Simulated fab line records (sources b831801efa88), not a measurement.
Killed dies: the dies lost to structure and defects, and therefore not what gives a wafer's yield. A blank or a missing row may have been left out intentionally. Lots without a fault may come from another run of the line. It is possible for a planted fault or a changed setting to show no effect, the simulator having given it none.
fab line records	flow gf180mcu
[record] lots = 13	wafers = 39	last-day = 34
route steps=602 shown VT_IMPLANT@132 HV_LDD@222
lots that met no fault: from a run of the same line without faults
start-h: the number of hours between the record's first day and the start of the first shown wafer of the lot	wait-h: time in hours since the lot's previous step	" same as the row above	L1.1+2: one row covering several wafers at once	- no value, or no start given	* or withheld: withheld	< > ~ a bound
route shown NAME@n: NAME is a module with steps in the file, n the number in the route of the first one	usual: average and standard deviation across the fault-free wafers	same: alike in all rows	chamber/n: place in a boat	sites: each site's reading	_std_site: their standard deviation	_edge_site: outer sites' mean less inner sites'	radius-mm: for every site, how far away it sits from the centre of the wafer	mask NAME#n: copy n	behind: tool/chamber where the wafer was last shaped	hold: what put the lot on hold/how long, in hours/how the hold closed	device: names the non-switching transistor (n, p or np)	end of line: the tests these same wafers got at the end of their route	for a step that has no rows: nothing shown but its recipe	killed: dies lost to structure and defects at the first sort, not the wafer's yield	map: the dies of a wafer, with x for killed, . for not killed, _ for no die there
set.NAME: the setting the step ran with; set.NAME@STEP: the setting that earlier step ran with	model.NAME: the simulator's own value behind a step, which no gauge read
route steps across a sampled set of lots; one table per step, one row per wafer
services: from which hour (start-h, from the record's first day; less than 0 if before it) a tool's chamber was out of use, for how many hours, and why
[[steps]]
[step GF_VT_IMPLANT_STRIP_42]
[recipe] chemistry = O2/N2	power-w = 1400	pressure-mtorr = 1500	platen-temp-c = 250	o2-flow-sccm = 3000	n2-flow-sccm = 300	overash-fraction = 0.5
[usual] drypump-motor-current-A = 6.10/0.29	heater-power-w = 344/32	oes-product-au = 0.716/0.0047	strip-time-to-endpoint-s = 12.643/0.03
lot.wafer	tool	chamber	start-h	wait-h	drypump-motor-current-A	heater-power-w	oes-product-au	rf-hours-counter-h	strip-time-to-endpoint-s
L845.2	plasma-asher-02	1	154.28	0.1	6.34	390	0.726	5	12.652
L845.5	"	0	"	"	6.13	356	0.708	-	12.615
L845.6	"	1	"	"	6.32	389	0.724	-	12.660
L848.1	plasma-asher-02	1	173.18	0.1	6.34	388	0.718	7	12.676
L848.3	"	1	"	"	6.36	386	0.713	-	12.683
L848.6	"	1	"	"	6.33	388	0.717	-	12.690
L850.1	plasma-asher-02	1	188.30	0.1	6.37	387	0.713	8	12.662
L850.3	"	0	"	"	6.00	356	0.718	-	12.678
L850.4	"	1	"	"	6.34	380	0.711	-	12.680
L851.2	plasma-asher-02	1	195.75	0.1	6.34	377	0.726	9	12.657
L851.4	"	1	"	"	6.32	380	0.715	-	12.645
L851.6	"	0	"	"	6.02	366	0.710	-	12.697
L852.1	plasma-asher-02	0	206.35	0.1	6.14	355	0.718	10	12.616
L852.2	"	1	"	"	6.35	386	0.713	10	12.651
L852.6	"	0	"	"	6.11	363	0.720	-	12.611
L853.1	plasma-asher-03	0	209.73	0.1	6.15	334	0.719	45	12.645
L853.2	"	1	"	"	6.42	291	0.717	45	12.585
L853.6	"	1	"	"	6.41	285	0.710	-	12.608
L854.2	plasma-asher-02	0	217.73	0.1	6.07	359	0.717	11	12.643
L854.4	"	1	"	"	6.38	386	0.717	-	12.659
L854.5	"	0	"	"	6.09	360	0.713	-	12.653
L855.1	plasma-asher-02	1	223.37	0.1	6.34	381	0.726	12	12.673
L855.4	"	0	"	"	6.09	359	0.717	-	12.639
L855.6	"	1	"	"	6.32	385	0.713	-	12.682
L856.2	plasma-asher-04	1	229.13	0.1	6.22	324	0.716	57	12.641
L856.3	"	1	"	"	6.19	337	0.720	-	12.602
L856.4	"	0	"	"	5.49	304	0.715	-	12.653
L863.2	plasma-asher-03	0	286.95	0.1	6.12	339	0.713	54	12.678
L863.3	"	1	"	"	6.42	279	0.711	-	12.651
L863.4	"	0	"	"	6.12	336	0.720	-	12.632
L864.3	plasma-asher-02	0	292.01	0.1	6.12	353	0.721	-	12.691
L864.5	"	1	"	"	6.35	383	0.720	-	12.628
L864.6	"	0	"	"	6.09	355	0.718	-	12.652
L868.2	plasma-asher-04	0	310.20	0.1	5.49	304	0.715	67	12.593
L868.3	"	0	"	"	5.48	312	0.716	-	12.621
L868.6	"	1	"	"	6.22	346	0.716	-	12.627
L867.3	plasma-asher-03	1	313.58	0.2	6.40	281	0.716	-	12.631
L867.4	"	0	"	"	6.13	333	0.716	-	12.642
L867.5	"	1	"	"	6.41	291	0.713	-	12.673
[step GF_HV_LDD_CD_MEAS_46]
[recipe] target-cd-nm = 400
[usual] cd-nm = 399.7/2.3
lot.wafer	tool	chamber	start-h	wait-h	cd-nm
L845.2	cd-sem-01	-	269.66	0.1	404.7
L845.5	"	-	"	"	402.8
L845.6	"	-	"	"	403.7
L848.1	cd-sem-02	-	288.99	0.1	400.1
L848.3	"	-	"	"	400.5
L848.6	"	-	"	"	399.3
L850.1	cd-sem-01	-	307.73	0.1	397.1
L850.3	"	-	"	"	395.8
L850.4	"	-	"	"	396.9
L851.2	cd-sem-02	-	323.16	0.1	398.9
L851.4	"	-	"	"	398.6
L851.6	"	-	"	"	398.1
L852.1	cd-sem-02	-	333.99	0.1	397.3
L852.2	"	-	"	"	396.1
L852.6	"	-	"	"	396.4
L853.1	cd-sem-01	-	339.78	0.1	396.3
L853.2	"	-	"	"	394.2
L853.6	"	-	"	"	394.1
L854.2	cd-sem-02	-	347.61	0.1	403.5
L854.4	"	-	"	"	404.2
L854.5	"	-	"	"	402.0
L855.1	cd-sem-01	-	354.99	0.1	397.0
L855.4	"	-	"	"	398.6
L855.6	"	-	"	"	399.9
L856.2	cd-sem-02	-	365.25	0.1	399.2
L856.3	"	-	"	"	398.8
L856.4	"	-	"	"	399.6
L863.2	cd-sem-01	-	425.20	0.1	402.0
L863.3	"	-	"	"	400.8
L863.4	"	-	"	"	399.9
L864.3	cd-sem-02	-	433.43	0.1	398.8
L864.5	"	-	"	"	400.9
L864.6	"	-	"	"	399.5
L868.2	cd-sem-02	-	455.45	0.1	397.4
L868.3	"	-	"	"	396.8
L868.6	"	-	"	"	398.8
L867.3	cd-sem-01	-	458.68	0.1	398.3
L867.4	"	-	"	"	399.4
L867.5	"	-	"	"	398.0
[step GF_HV_LDD_IMPLANT_48]
[recipe] species = B	energy-kev = 25	dose-cm2 = 3e+13	tilt-deg = 7
lot.wafer	tool	chamber	start-h	wait-h
L845.2+5+6	implanter-02	0	269.83	0.0
L848.1+3+6	implanter-04	0	289.15	0.0
L850.1+3+4	implanter-02	0	307.89	0.0
L851.2+4+6	implanter-02	0	323.32	0.0
L852.1+2+6	implanter-04	0	334.15	0.0
L853.1+2+6	implanter-02	0	339.94	0.0
L854.2+4+5	implanter-04	0	347.77	0.0
L855.1+4+6	implanter-02	0	355.14	0.0
L856.2+3+4	implanter-02	0	365.41	0.0
L863.2+3+4	implanter-04	0	425.36	0.0
L864.3+5+6	implanter-04	0	433.60	0.1
L868.2+3+6	implanter-03	0	455.61	0.0
L867.3+4+5	implanter-02	0	458.84	0.1
[step GF_HV_LDD_TW_MEAS_50]
[usual] HV_LDD_4_TW = 570/4.6
lot.wafer	tool	chamber	start-h	wait-h	HV_LDD_4_TW
L845.2	film-metro-02	-	270.06	0.1	566
L845.5	"	-	"	"	567
L845.6	"	-	"	"	567
L848.1	film-metro-02	-	289.40	0.1	574
L848.3	"	-	"	"	575
L848.6	"	-	"	"	570
L850.1	film-metro-04	-	308.14	0.1	572
L850.3	"	-	"	"	572
L850.4	"	-	"	"	572
L851.2	film-metro-02	-	323.56	0.1	572
L851.4	"	-	"	"	568
L851.6	"	-	"	"	571
L852.1	film-metro-04	-	334.40	0.1	574
L852.2	"	-	"	"	579
L852.6	"	-	"	"	576
L853.1	film-metro-03	-	340.19	0.1	563
L853.2	"	-	"	"	564
L853.6	"	-	"	"	564
L854.2	film-metro-03	-	348.01	0.1	560
L854.4	"	-	"	"	561
L854.5	"	-	"	"	561
L855.1	film-metro-03	-	355.39	0.1	565
L855.4	"	-	"	"	567
L855.6	"	-	"	"	566
L856.2	film-metro-03	-	365.65	0.1	565
L856.3	"	-	"	"	571
L856.4	"	-	"	"	570
L863.2	film-metro-03	-	425.59	0.1	556
L863.3	"	-	"	"	552
L863.4	"	-	"	"	547
L864.3	film-metro-03	-	433.82	0.1	553
L864.5	"	-	"	"	555
L864.6	"	-	"	"	551
L868.2	film-metro-02	-	455.84	0.1	575
L868.3	"	-	"	"	574
L868.6	"	-	"	"	572
L867.3	film-metro-03	-	459.06	0.1	572
L867.4	"	-	"	"	570
L867.5	"	-	"	"	569
[step GF_HV_LDD_RTA_52]
[recipe] temp-c = 1000	time-s = 10	ambient = N2
[usual] lamp-power-pct = 34.1/1.1	wafer_temp_C_max = 1003.8/1.3
lot.wafer	tool	chamber	start-h	wait-h	lamp-power-pct	wafer_temp_C_max
L845.2	rtp-anneal-01	0	270.17	0.0	33.0	1005.1
L845.5	"	0	"	"	33.0	1005.3
L845.6	"	0	"	"	33.0	1004.8
L848.1	rtp-anneal-01	0	289.51	0.0	33.0	1005.5
L848.3	"	0	"	"	33.0	1005.0
L848.6	"	0	"	"	33.1	1003.6
L850.1	rtp-anneal-02	0	308.25	0.0	35.3	1002.0
L850.3	"	0	"	"	35.2	1003.5
L850.4	"	0	"	"	35.2	1002.8
L851.2	rtp-anneal-02	0	323.68	0.0	35.2	1002.9
L851.4	"	0	"	"	35.2	1002.6
L851.6	"	0	"	"	35.2	1003.4
L852.1	rtp-anneal-02	0	334.51	0.0	35.2	1002.6
L852.2	"	0	"	"	35.2	1003.3
L852.6	"	0	"	"	35.2	1003.0
L853.1	rtp-anneal-01	0	340.30	0.0	33.0	1003.0
L853.2	"	0	"	"	33.0	1002.9
L853.6	"	0	"	"	33.0	1003.4
L854.2	rtp-anneal-02	0	348.12	0.0	35.2	1003.0
L854.4	"	0	"	"	35.2	1001.9
L854.5	"	0	"	"	35.1	1002.2
L855.1	rtp-anneal-01	0	355.51	0.0	33.0	1006.2
L855.4	"	0	"	"	33.0	1003.6
L855.6	"	0	"	"	32.9	1004.6
L856.2	rtp-anneal-02	0	365.76	0.0	35.3	1002.7
L856.3	"	0	"	"	35.2	1002.5
L856.4	"	0	"	"	35.2	1002.8
L863.2	rtp-anneal-02	0	425.71	0.0	35.2	1002.9
L863.3	"	0	"	"	35.2	1002.4
L863.4	"	0	"	"	35.2	1002.6
L864.3	rtp-anneal-01	0	433.93	0.0	33.0	1005.5
L864.5	"	0	"	"	33.0	1004.3
L864.6	"	0	"	"	32.9	1004.8
L868.2	rtp-anneal-01	0	455.95	0.0	33.0	1004.5
L868.3	"	0	"	"	32.9	1004.5
L868.6	"	0	"	"	33.0	1006.2
L867.3	rtp-anneal-01	0	459.21	0.1	33.0	1004.5
L867.4	"	0	"	"	33.1	1004.2
L867.5	"	0	"	"	33.0	1004.6
[[services]]
tool	chamber	start-h	hours	kind
implanter-04	-	134.91	2.5	repair
implanter-02	-	172.57	15.5	repair
plasma-asher-02	-	174.00	0.7	repair
plasma-asher-02	-	185.70	0.8	repair
plasma-asher-04	-	192.92	4.8	repair
implanter-04	-	217.80	0.7	repair
plasma-asher-03	-	220.98	2.8	pm
plasma-asher-02	-	245.83	2.8	pm
plasma-asher-02	-	275.56	11.4	repair
plasma-asher-03	-	299.19	10.8	repair
plasma-asher-02	-	302.57	13.1	repair
plasma-asher-02	-	305.18	0.7	repair
plasma-asher-04	-	313.24	2.5	repair
implanter-02	-	331.15	1.1	repair
plasma-asher-02	-	359.37	4.4	repair
plasma-asher-02	-	376.90	3.6	repair
plasma-asher-04	-	406.47	3.2	repair
plasma-asher-02	-	414.24	6.8	repair
plasma-asher-02	-	418.54	2.2	repair
plasma-asher-04	-	421.25	9.0	pm
implanter-02	-	424.91	2.7	repair
plasma-asher-03	-	430.90	1.2	repair
plasma-asher-03	-	432.44	2.4	repair
plasma-asher-04	-	433.67	2.7	repair
[[key]]
[first-sign] step = GF_HV_LDD_TW_MEAS_50	reading = HV_LDD_4_TW	direction = down	sigmas = 3.8	usual = 570	struck = 552
effect none on later readings
met-at GF_HV_LDD_IMPLANT_48
struck-lots L863,L864
tester-left-out L863,L864
not-acting-at GF_VT_IMPLANT_STRIP_42,GF_HV_LDD_CD_MEAS_46,GF_HV_LDD_RTA_52
onset-between 347.77 425.36
[fault] kind = process-parameter-drift	tool = implanter-04	chamber = -	onset-h = 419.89	steps = GF_HV_LDD_IMPLANT_48	channel = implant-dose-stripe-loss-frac	offset = 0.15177	shape = step	end-h = 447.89
// tester-left-out: of these lots the tester's yield and bins aren't shown, on N5 and GAA mostly nor the transistor test; their killed dies are dies lost to structure and defects alone, not to doping, threshold or leakage, so they don't give the yield
